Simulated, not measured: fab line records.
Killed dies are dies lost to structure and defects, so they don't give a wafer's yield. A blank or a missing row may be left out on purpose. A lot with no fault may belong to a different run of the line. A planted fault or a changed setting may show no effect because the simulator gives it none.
A struck lot beside a sound one	flow sky130	21 out of 708 route steps
Sound: the wafers L107.2, L107.4, L107.5. Wafers L102.1, L102.4, L102.5 were the ones struck. At the end, the cause is stated.
For every step that has rows: the tool of each side, followed by ch and its chambers, followed by its first start. Under that, the readings that differ: sound wafers	struck wafers	difference of the means	sigmas: that difference in standard deviations of wafers without a fault.
alike: readings with means less than 2 such deviations apart, plus words and numbers identical on both sides. not compared: withheld readings, readings lacking a value on some wafer, bounds such as >300 that could conceal the same value, and numbers that have no deviation in the record and whose values overlap.
The two part at a step that has a row with sigmas, a row that says differs or no value, or rows on one side only. Non-overlapping numbers with no deviation appear without sigmas and do not part them. Lack of a reading on every wafer of one side parts them only where that side has two or more wafers.

first, 1 step without rows for these wafers: SKY_POLY_GATE_CVD_03 (deposits Si3N4 from DCS/NH3, target thk 75 nm, time 1290 s).
SKY_POLY_GATE_THK_MEAS_04:
  struck on film_metro-01, day 19 03:20; sound on film_metro-01, day 20 13:35
reading	sound	struck	difference	sigmas
POLY_GATE_CVD_03_THK (nm)	75.3 75.8 75.5	74.0 74.0 73.8	-1.6	-3
then, 8 steps without rows for these wafers: SKY_POLY_GATE_DEHYDRATE_05 (time 60 s); SKY_POLY_GATE_HMDS_06 (prime time 60 s); SKY_POLY_GATE_COAT_07 (resist thk 110 nm); SKY_POLY_GATE_COAT_08 (resist thk 450 nm); SKY_POLY_GATE_SOFTBAKE_09 (time 90 s); SKY_POLY_GATE_EXPOSE_10 (exposes mask P1M, target cd 150 nm); SKY_POLY_GATE_PEB_11; SKY_POLY_GATE_DEVELOP_12 (develop time 60 s).
SKY_POLY_GATE_CD_MEAS_13 targets a cd of 150 nm.
  struck on cd_sem-01, day 20 10:38; sound on cd_sem-02, day 21 20:41
  alike: cd_nm
SKY_POLY_GATE_OVL_MEAS_14:
  struck on overlay-02, day 20 10:45; sound on overlay-02, day 21 20:47
  alike: POLY_GATE_OVL
SKY_POLY_GATE_ETCH_15: etches BARC in N2/H2, stops on SiO2, time 118.5 s, target depth 110 nm.
  sound on rie_diel-01 ch 0,1,3, day 21 20:49; struck on rie_diel-01 ch 2,3, day 20 10:47
  no value came back on the struck wafers for any of 6 readings (bias_w (W), chamber_pressure_mTorr (mTorr) and others); on the sound wafers bias_w (W) reads 99.9 100.2 100.2
reading	sound	struck	difference	sigmas
model.KrF-thick_of_POLY_GATE_COAT_08.thk_nm (nm)	343.9 344.7 345.9	438.5 437.5 437.4	+93.0	
  not compared: rf_hours_counter_h
SKY_POLY_GATE_ETCH_16: etches Si3N4 in CH3F/O2, stops on poly-Si, time 147.5 s, target depth 75 nm.
  sound on rie_diel-01 ch 0,1,3, day 21 20:54; struck on rie_diel-01 ch 2,3, day 20 10:52
reading	sound	struck	difference	sigmas
oes_product_au (a.u.)	0.643 0.642 0.639	0.373 0.379 0.371	-0.267	-50
throttle_valve_pct (%)	10.526 10.530 10.527	10.493 10.520 10.503	-0.022	-2
  alike: O2_flow_sccm, bias_w, ch3f_flow_sccm, drypump_motor_current_A
  not compared: rf_hours_counter_h
SKY_POLY_GATE_ETCH_17: etches poly-Si in HBr/Cl2, stops on SiO2, target depth 180 nm, time 70.5 s.
  sound on rie_si-01 ch 2,3, day 21 20:59; struck on rie_si-01 ch 0,3, day 20 10:58
reading	sound	struck	difference	sigmas
oes_product_au (a.u.)	0.988 0.993 0.992	0.276 0.268 0.273	-0.719	-99 or more
model.KrF-thick_of_POLY_GATE_COAT_08.thk_nm (nm)	137.1 138.3 140.5	232.5 233.4 234.5	+94.8	
  alike: HBr_flow_sccm, bias_w, drypump_motor_current_A, he_backside_leak_sccm, throttle_valve_pct
  not compared: rf_hours_counter_h
SKY_POLY_GATE_STRIP_18: strips in O2/N2.
  sound on plasma_asher-01 ch 0,1, day 21 21:03; struck on plasma_asher-03 ch 0,1, day 20 11:01
reading	sound	struck	difference	sigmas
oes_product_au (a.u.)	0.360 0.357 0.358	0.408 0.410 0.402	+0.048	+10
strip_time_to_endpoint_s (s)	3.137 3.149 3.183	4.183 4.172 4.208	+1.031	+36
  alike: drypump_motor_current_A, n2_flow_sccm
  not compared: rf_hours_counter_h
then, 2 steps without rows for these wafers: SKY_POLY_GATE_CLEAN_19 (cleans in SC1/SC2, time 150 s); SKY_POLY_GATE_OXIDATION_20 (stabilise 600 s, purge 300 s, target thk 4 nm).
SKY_POLY_GATE_THK_MEAS_21:
  struck on film_metro-02, day 20 12:42; sound on film_metro-03, day 21 22:28
  alike: POLY_GATE_OXIDATION_THK
SKY_POLY_GATE_CD_MEAS_22:
  struck on cd_sem-01, day 20 12:46; sound on cd_sem-02, day 21 22:32
reading	sound	struck	difference	sigmas
cd_nm (nm)	148.8 153.5 151.7	- - -	no value on the struck wafers	
then, 1 step without rows for these wafers: SKY_LDD_N_DEHYDRATE_00 (time 60 s).

## WHERE THEY PART
Last at SKY_POLY_GATE_CD_MEAS_22 as far as this record goes, first at SKY_POLY_GATE_THK_MEAS_04.

WHY: what had been put in by the simulator
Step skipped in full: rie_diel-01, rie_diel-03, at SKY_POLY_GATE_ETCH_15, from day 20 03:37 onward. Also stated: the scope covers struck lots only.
